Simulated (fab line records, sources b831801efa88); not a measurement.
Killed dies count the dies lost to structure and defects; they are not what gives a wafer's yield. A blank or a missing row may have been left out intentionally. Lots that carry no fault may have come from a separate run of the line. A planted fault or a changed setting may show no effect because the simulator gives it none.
Struck lot and sound lot, side by side | flow sky130 | 21 out of 708 route steps
Sound: these wafers, L980.2, L980.4, L980.5. Struck: wafer L995.4 (L995.2, L995.6, from the same lot, were not struck and are left out); the cause is given at the end.
For every step that has rows: the tool of each side, followed by ch and its chambers, followed by its first start. Under that, the readings that differ: sound wafers | struck wafers | difference of the means | sigmas: that difference in standard deviations of wafers without a fault.
alike: readings whose means differ by less than 2 such deviations, and words and numbers that are the same on both sides. not compared: withheld readings, readings that some wafer has no value for, bounds like >300 that may hide the same value, and numbers for which the record gives no deviation and whose values overlap.
A row with sigmas, a row that says differs or no value, or rows on one side alone: a step with any of these is where the two part. When numbers do not overlap yet have no deviation, they are printed without sigmas and do not part them. A reading that every wafer of one side lacks parts them only if that side has two wafers or more.

SKY_VIA4_RS_MEAS_19: a four-point-probe measurement.
  sound on film metro-01 at day 44 07:46; struck on film metro-04 at day 48 11:11
  alike: VIA4_W_RS
SKY_VIA4_THK_MEAS_20: measures by xrf.
  sound on film metro-01 at day 44 07:52; struck on film metro-04 at day 48 11:17
  alike: VIA4_W_THK
SKY_VIA4_CMP_21: polishes, stops on SiO2, t overpolish 25 s, target thk 0 nm.
  sound on cmp-01 ch 1,2,3, day 44 07:55; struck on cmp-01 ch 2, day 48 11:23
  alike: motor current A, overpolish run s, time to endpoint s
then, 1 step without rows for these wafers: SKY_METAL5_SPUTTER_00 (material Ti, target thk 15 nm, time 10 s).
SKY_METAL5_SPUTTER_01: material TiN, target thk 20 nm, time 16.7 s.
  sound on pvd sputter-03 at day 44 08:14; struck on pvd sputter-02 at day 48 11:40
  alike: chamber pressure pa, throttle valve pct
then, 1 step without rows for these wafers: SKY_METAL5_SPUTTER_02 (material AlCu, target thk 1150 nm, time 61.2 s).
SKY_METAL5_SPUTTER_03: material Ti, target thk 5 nm, time 3.3 s.
  sound on pvd sputter-03 at day 44 08:19; struck on pvd sputter-02 at day 48 11:44
  alike: chamber pressure pa, throttle valve pct
SKY_METAL5_SPUTTER_04: material TiN, target thk 70 nm, time 58.3 s.
  sound on pvd sputter-03 at day 44 08:20; struck on pvd sputter-02 at day 48 11:45
  alike: chamber pressure pa, throttle valve pct
SKY_METAL5_RS_MEAS_05: a four-point-probe measurement.
  sound on film metro-02 at day 44 08:25; struck on film metro-03 at day 48 11:49
  alike: METAL5_ALCU_RS
SKY_METAL5_THK_MEAS_06: measures by xrf.
  sound on film metro-02 at day 44 08:31; struck on film metro-03 at day 48 11:56
  alike: METAL5_ALCU_THK
then, 2 steps without rows for these wafers: SKY_METAL5_DEHYDRATE_07 (time 60 s); SKY_METAL5_HMDS_08 (prime time 60 s).
SKY_METAL5_COAT_09: resist thk 1800 nm.
  sound on litho track-02 ch 0, day 44 18:59; struck on litho track-01 ch 0, day 48 20:33
  reading                                     | sound          | struck | difference | sigmas
  model.NOVOLAK_of_METAL5_COAT_09.thk nm (nm) | 1795 1795 1799 | 1882   | +86        |
  alike: spin speed rpm
then, 4 steps without rows for these wafers: SKY_METAL5_SOFTBAKE_10 (time 60 s); SKY_METAL5_EXPOSE_11 (exposes mask MM5, target cd 1600 nm); SKY_METAL5_PEB_12; SKY_METAL5_DEVELOP_13 (develop time 60 s).
SKY_METAL5_DESCUM_14: chemistry O2, time 11 s.
  sound on rie metal-04 ch 0, day 45 05:37; struck on rie metal-03 ch 0, day 49 05:49
  reading                      | sound          | struck | difference | sigmas
  he backside leak sccm (sccm) | 3.84 3.49 3.54 | 3.03   | -0.59      | -3
  alike: drypump motor current A, oes product au
  not compared: rf hours counter h
SKY_METAL5_METAL_ETCH_15: etches the open film in Cl2/BCl3, stops on SiO2, target depth 1260 nm, time 252 s.
  sound on rie metal-04 ch 0, day 45 05:40; struck on rie metal-03 ch 0, day 49 05:51
  reading                                     | sound                | struck | difference | sigmas
  throttle valve pct (%)                      | 22.258 22.259 22.258 | 22.277 | +0.019     | +2
  model.NOVOLAK_of_METAL5_COAT_09.thk nm (nm) | 1024 1031 1030       | 1107   | +79        |
  alike: bcl3 flow sccm, drypump motor current A, he backside leak sccm, oes product au
  not compared: rf hours counter h
SKY_METAL5_STRIP_16: strips in O2/N2.
  sound on plasma asher-04 ch 0, day 45 05:53; struck on plasma asher-01 ch 1, day 49 06:05
  reading                      | sound             | struck | difference | sigmas
  strip time to endpoint s (s) | 12.94 13.02 13.01 | 13.90  | +0.91      | +8
  alike: drypump motor current A, oes product au
  not compared: rf hours counter h
then, 1 step without rows for these wafers: SKY_METAL5_STRIP_17 (strips in post etch residue remover, time 1200 s).

## WHERE THEY PART
Last at SKY_METAL5_STRIP_16 as far as this record goes, first at SKY_METAL5_DESCUM_14.

WHY: the cause the simulator had injected
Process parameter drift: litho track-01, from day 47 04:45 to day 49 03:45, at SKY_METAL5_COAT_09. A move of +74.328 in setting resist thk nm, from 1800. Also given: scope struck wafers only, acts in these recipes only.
